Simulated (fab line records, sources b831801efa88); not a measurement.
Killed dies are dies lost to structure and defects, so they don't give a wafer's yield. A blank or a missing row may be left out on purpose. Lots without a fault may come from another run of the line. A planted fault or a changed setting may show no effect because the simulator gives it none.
Problem report in the 8D (eight disciplines) form, filled by code | flow sky130 | the parts of the form that need people (team, actions taken, sign-off) are left out

1. THE PROBLEM
SONOS_ONO_CVD_04_THK at SKY_SONOS_ONO_THK_MEAS_05 reads a mean of 6.95 nm on 9 wafers of 3 lots; wafers without a fault read 5.67 nm with a standard deviation of 0.098. That is +13 standard deviations from the usual mean.
First seen on wafer L210.4, day 15 16:58, on film_metro-03. The record holds 36 wafers of 12 lots with a number at this step. Rule for "out", or "out of limits": more than 4 standard deviations from the usual mean. The other wafers with a number count as sound.

2. WHAT IT IS AND WHAT IT IS NOT
question                    | is                                          | is not
which readings at this step | SONOS_ONO_CVD_04_THK                        | -
which lots                  | L210, L211, L212                            | L198, L199, L200, L202, L203, L205, L219, L220, L221
which wafers of those lots  | all that have a number                      | -
read on which gauges        | film_metro-02, film_metro-03, film_metro-04 | -
when                        | from day 15 16:58                           | up to then (18 sound wafers); but 9 sound wafers of L219, L220, L221 came after

3. SUSPECTS, AND WHAT RULES EACH OUT
Counting: a tool at a process step up to the reading stays a suspect if it ran every lot that is out and no sound lot after the first of them.
- the gauge at SKY_SONOS_ONO_THK_MEAS_05: ruled out. The wafers that are out were read on 3 gauges (film_metro-02, film_metro-03, film_metro-04).
- lpcvd-03 at SKY_SONOS_ONO_CVD_04 (deposits SiO2 from SiH4/N2O, target thk 5.7199 nm): ruled out as a lasting fault. Sound lots L219, L220, L221 ran on it after its first lot that is out, L210 (day 15 15:41).
Left after counting: nothing in the record.

4. THE CAUSE (what the simulator had put in)
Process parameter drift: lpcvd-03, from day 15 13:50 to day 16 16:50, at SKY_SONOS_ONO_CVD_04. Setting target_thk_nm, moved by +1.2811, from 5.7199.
Counting ruled it out, wrongly: the rule takes a fault to strike every lot that its tool runs from its start on, and this one did not.

5. THE CHAIN OF EFFECTS, in route order
Each row: a reading whose mean over the struck wafers that have a number lies more than 3 standard deviations from the usual. Only readings for which the record gives a usual standard deviation are gone through. hours: the time from each lot's start at the first step in this table that gives one to its start at this step, as a median over the lots. sigmas: the change in usual standard deviations.
hours | step                      | reading              | usual   | on struck wafers | change | sigmas
0     | SKY_SONOS_ONO_THK_MEAS_05 | SONOS_ONO_CVD_04_THK | 5.67 nm | 6.95             | +1.28  | +13

6. WHAT WOULD HAVE CAUGHT IT SOONER
In this record the first reading out of limits at a measuring or inspecting step was taken at day 15 16:58, 3 hours after the fault began at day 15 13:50.
Of the tool readings at SKY_SONOS_ONO_CVD_04 for which the record gives a usual standard deviation, none was out on any struck wafer, so an alarm limit of 4 standard deviations on them would not have fired.
